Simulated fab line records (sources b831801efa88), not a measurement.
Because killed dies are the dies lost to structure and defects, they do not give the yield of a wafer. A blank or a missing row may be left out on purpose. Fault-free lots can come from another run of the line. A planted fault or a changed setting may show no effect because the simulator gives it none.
Matching of chambers || flow gf180mcu || GF_V5_ETCH_16 on rieDiel-01: 4 sister chambers
The step etches BARC in N2/H2. 14 wafers are shown with their chamber, then 7 later ones without.

WAFERS WITH THEIR CHAMBER
{"wafer": "L076.1", "chamber": 0, "throttleValvePct (%)": 13.214, "oesProductAu (a.u.)": 0.864}
{"wafer": "L076.2", "chamber": 1, "throttleValvePct (%)": 13.216, "oesProductAu (a.u.)": 0.849}
{"wafer": "L076.4", "chamber": 3, "throttleValvePct (%)": 13.232, "oesProductAu (a.u.)": 0.854}
{"wafer": "L077.2", "chamber": 2, "throttleValvePct (%)": 13.221, "oesProductAu (a.u.)": 0.857}
{"wafer": "L077.3", "chamber": 1, "throttleValvePct (%)": 13.227, "oesProductAu (a.u.)": 0.852}
{"wafer": "L077.6", "chamber": 2, "throttleValvePct (%)": 13.218, "oesProductAu (a.u.)": 0.857}
{"wafer": "L078.1", "chamber": 1, "throttleValvePct (%)": 13.216, "oesProductAu (a.u.)": 0.861}
{"wafer": "L078.3", "chamber": 2, "throttleValvePct (%)": 13.224, "oesProductAu (a.u.)": 0.859}
{"wafer": "L078.6", "chamber": 1, "throttleValvePct (%)": 13.224, "oesProductAu (a.u.)": 0.861}
{"wafer": "L079.3", "chamber": 1, "throttleValvePct (%)": 13.222, "oesProductAu (a.u.)": 0.863}
{"wafer": "L079.4", "chamber": 2, "throttleValvePct (%)": 13.238, "oesProductAu (a.u.)": 0.855}
{"wafer": "L079.6", "chamber": 0, "throttleValvePct (%)": 13.214, "oesProductAu (a.u.)": 0.854}
{"wafer": "L082.1", "chamber": 1, "throttleValvePct (%)": 13.231, "oesProductAu (a.u.)": 0.858}
{"wafer": "L082.4", "chamber": 2, "throttleValvePct (%)": 13.226, "oesProductAu (a.u.)": 0.856}

SIGNATURES (averages over the wafers above)
{"reading": "throttleValvePct", "chamber 0": 13.21400, "chamber 1": 13.22267, "chamber 2": 13.22540, "chamber 3": 13.23200, "scatter within a chamber": 0.00644}
{"reading": "oesProductAu", "chamber 0": 0.85900, "chamber 1": 0.85733, "chamber 2": 0.85680, "chamber 3": 0.85400, "scatter within a chamber": 0.00465}
Rule: for a wafer and a chamber, the distance is found by dividing, reading by reading, the gap between the wafer's reading and the chamber's mean by the reading's scatter, squaring, summing and taking the root. If the next closest chamber is less than 2 further off than the closest, the wafer can't be placed; otherwise it belongs to the closest. The scatter: take each reading less its chamber's mean, square it, sum over the shown wafers, divide by the number of wafers less the number of chambers, and take the root.

WAFERS WITHOUT THEIR CHAMBER
{"wafer": "L082.6", "throttleValvePct (%)": 13.229, "oesProductAu (a.u.)": 0.845}
{"wafer": "L094.2", "throttleValvePct (%)": 13.219, "oesProductAu (a.u.)": 0.861}
{"wafer": "L094.3", "throttleValvePct (%)": 13.210, "oesProductAu (a.u.)": 0.854}
{"wafer": "L094.5", "throttleValvePct (%)": 13.242, "oesProductAu (a.u.)": 0.849}
{"wafer": "L097.4", "throttleValvePct (%)": 13.233, "oesProductAu (a.u.)": 0.856}
{"wafer": "L097.5", "throttleValvePct (%)": 13.222, "oesProductAu (a.u.)": 0.854}
{"wafer": "L097.6", "throttleValvePct (%)": 13.226, "oesProductAu (a.u.)": 0.853}

WHICH CHAMBER EACH WENT THROUGH
{"wafer": "L082.6", "from the rows above": "can't be placed: 3 or 2 or 1 or 0", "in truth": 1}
{"wafer": "L094.2", "from the rows above": "can't be placed: 0 or 1 or 2 or 3", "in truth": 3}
{"wafer": "L094.3", "from the rows above": "can't be placed: 0 or 1 or 2", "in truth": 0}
{"wafer": "L094.5", "from the rows above": "can't be placed: 3 or 2 or 1", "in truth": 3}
{"wafer": "L097.4", "from the rows above": "can't be placed: 3 or 2 or 1", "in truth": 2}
{"wafer": "L097.5", "from the rows above": "can't be placed: 1 or 2 or 3 or 0", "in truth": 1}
{"wafer": "L097.6", "from the rows above": "can't be placed: 2 or 3 or 1 or 0", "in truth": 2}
0 of 7 placed correctly. Cannot be placed on the basis of these rows: 7; the candidates contain the true chamber in 7. Wrongly placed: 0.
